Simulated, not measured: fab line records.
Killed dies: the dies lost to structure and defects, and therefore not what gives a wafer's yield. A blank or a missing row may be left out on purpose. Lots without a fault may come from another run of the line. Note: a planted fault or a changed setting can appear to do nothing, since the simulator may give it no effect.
Struck lot and sound lot, side by side ; flow sky130 ; 42 out of 708 route steps
Sound: these wafers, L894.1, L894.4, L894.6. Struck: wafers L888.4, L888.6. (L888.1 of the same lot was not struck and is left out.) The cause comes at the end.
Per side, at each step with rows, come the tool, then ch with its chambers, and then its first start. Under that, the readings that differ: sound wafers ; struck wafers ; difference of the means ; sigmas: that difference in standard deviations of wafers without a fault.
alike: words and numbers the same on both sides, and readings whose means are apart by under 2 such deviations; not compared: readings that were withheld, readings missing a value for some wafer, numbers with overlapping values and no deviation given by the record, and bounds like >300 which may hide the same value.
The two part at a step that has a row with sigmas, a row that says differs or no value, or rows on one side only. Numbers that don't overlap but have no deviation are shown without sigmas and don't part them. A reading that every wafer of one side lacks parts them only if that side has two wafers or more.

first, 4 steps without rows for these wafers: SKY_PWDE_SOFTBAKE_03; SKY_PWDE_EXPOSE_04 (exposes mask PWDEM, target cd 840 nm); SKY_PWDE_PEB_05; SKY_PWDE_DEVELOP_06 (develop time 60 s).
SKY_PWDE_OVL_MEAS_07:
  sound on overlay-01, day 7 21:38; struck on overlay-01, day 6 18:05
  alike: PWDE_OVL
after that, 1 step had no rows for these wafers: SKY_PWDE_IMPLANT_08.
SKY_PWDE_STRIP_09: strips in O2/N2.
  sound on plasma-asher-02 ch 0,1, day 7 21:49; struck on plasma-asher-04 ch 0,1, day 6 18:16
reading;sound;struck;difference;sigmas
strip-time-to-endpoint-s (s);36.81 36.70 36.70;36.97 37.00;+0.25;+2
  alike: drypump-motor-current-A, oes-product-au
  not compared: rf-hours-counter-h
SKY_PWDE_TW_MEAS_10:
  sound on film-metro-01, day 7 21:55; struck on film-metro-03, day 6 18:22
  alike: PWDE_TW
then, 4 steps without rows for these wafers: SKY_NWELL_DEHYDRATE_03 (time 60 s); SKY_NWELL_HMDS_04 (prime time 60 s); SKY_NWELL_COAT_05 (resist thk 3000 nm); SKY_NWELL_SOFTBAKE_06.
SKY_NWELL_EXPOSE_07: exposes mask NWM, target cd 840 nm.
  sound on iline-stepper-01 ch 0, day 8 08:36; struck on iline-stepper-02 ch 0, day 7 04:34
  alike: mask, focus-offset-nm, reticle-temp-C
then, 2 steps without rows for these wafers: SKY_NWELL_PEB_08; SKY_NWELL_DEVELOP_09 (develop time 60 s).
SKY_NWELL_OVL_MEAS_10:
  sound on overlay-01, day 8 19:14; struck on overlay-02, day 7 13:58
  alike: NWELL_00_OVL
then, 3 steps without rows for these wafers: SKY_NWELL_IMPLANT_11; SKY_NWELL_IMPLANT_12; SKY_NWELL_IMPLANT_13.
SKY_NWELL_STRIP_14: strips in O2/N2.
  sound on plasma-asher-01 ch 0,1, day 8 19:43; struck on plasma-asher-04 ch 0,1, day 7 14:28
reading;sound;struck;difference;sigmas
drypump-motor-current-A (A);5.6 5.6 5.1;6.3 6.5;+1.0;+2
strip-time-to-endpoint-s (s);37.00 37.10 36.89;36.80 36.67;-0.26;-3
  alike: oes-product-au
  not compared: rf-hours-counter-h
SKY_NWELL_TW_MEAS_15:
  sound on film-metro-01, day 8 19:49; struck on film-metro-03, day 7 14:34
  alike: NWELL_TW
then, 7 steps without rows for these wafers: SKY_NWELL_DEHYDRATE_16 (time 60 s); SKY_NWELL_HMDS_17 (prime time 60 s); SKY_NWELL_COAT_18 (resist thk 3000 nm); SKY_NWELL_SOFTBAKE_19; SKY_NWELL_EXPOSE_20 (exposes mask NWM COMPLEMENT, target cd 840 nm); SKY_NWELL_PEB_21; SKY_NWELL_DEVELOP_22 (develop time 60 s).
SKY_NWELL_OVL_MEAS_23:
  sound on overlay-01, day 9 18:50; struck on overlay-01, day 8 11:55
  alike: NWELL_01_OVL
after that, 1 step had no rows for these wafers: SKY_NWELL_IMPLANT_24.
SKY_NWELL_STRIP_25: strips in O2/N2.
  sound on plasma-asher-02 ch 0,1, day 9 19:01; struck on plasma-asher-01 ch 0,1, day 8 12:05
  alike: drypump-motor-current-A, oes-product-au, strip-time-to-endpoint-s
  not compared: rf-hours-counter-h
SKY_NWELL_TW_MEAS_26:
  sound on film-metro-03, day 9 19:07; struck on film-metro-04, day 8 12:11
reading;sound;struck;difference;sigmas
NWELL_2_TW;489 488 485;503 506;+17;+2
then, 1 step without rows for these wafers: SKY_NWELL_CLEAN_27 (cleans in SC1/SC2, time 150 s).
SKY_NWELL_RTA_28: time 30 s.
  sound on rtp-anneal-02 ch 0, day 9 19:14; struck on rtp-anneal-02 ch 0, day 8 12:19
  alike: lamp-power-pct, wafer_temp_C_max
SKY_NWELL_RS_MEAS_29: measurement is done with a four-point probe.
  sound on film-metro-01, day 9 19:20; struck on film-metro-03, day 8 12:25
  alike: NWELL_RS
SKY_NWELL_RS_MEAS_31: measurement is done with a four-point probe.
  sound on film-metro-01, day 9 19:34; struck on film-metro-03, day 8 12:39
  alike: PWDE_RS
then, 5 steps without rows for these wafers: SKY_VT_ADJUST_HVTP_DEHYDRATE_00 (time 60 s); SKY_VT_ADJUST_HVTP_HMDS_01 (prime time 60 s); SKY_VT_ADJUST_HVTP_COAT_02 (resist thk 1140 nm); SKY_VT_ADJUST_HVTP_SOFTBAKE_03 (time 60 s); SKY_VT_ADJUST_HVTP_EXPOSE_04 (exposes mask HVTPM, target cd 380 nm).
-- a jump in the record: the struck wafers' starts before and after are 41 days apart (it breaks off in module VT_ADJUST_HVTP and resumes in module PAD_OPEN, where the first step shown is number 708 of the route) --
SKY_PAD_OPEN_PROBE_99:
  sound on prober-01, day 50 12:21; struck on prober-02, day 49 10:03
  alike: killed_at_M0_to_M3, killed_at_M4_up, killed-at-contacts, killed-at-front-end, killed-at-other, killed-dies, killed-open, killed-short
  not compared: model.etest.res-nwell.width-nm

== WHERE THEY PART ==
At SKY_PWDE_STRIP_09 first; at SKY_NWELL_TW_MEAS_26 last (within this record only). Later steps at which nothing parts them and some readings are alike: SKY_NWELL_RTA_28, SKY_NWELL_RS_MEAS_29, SKY_NWELL_RS_MEAS_31, SKY_PAD_OPEN_PROBE_99.

WHY: whatever the simulator had introduced
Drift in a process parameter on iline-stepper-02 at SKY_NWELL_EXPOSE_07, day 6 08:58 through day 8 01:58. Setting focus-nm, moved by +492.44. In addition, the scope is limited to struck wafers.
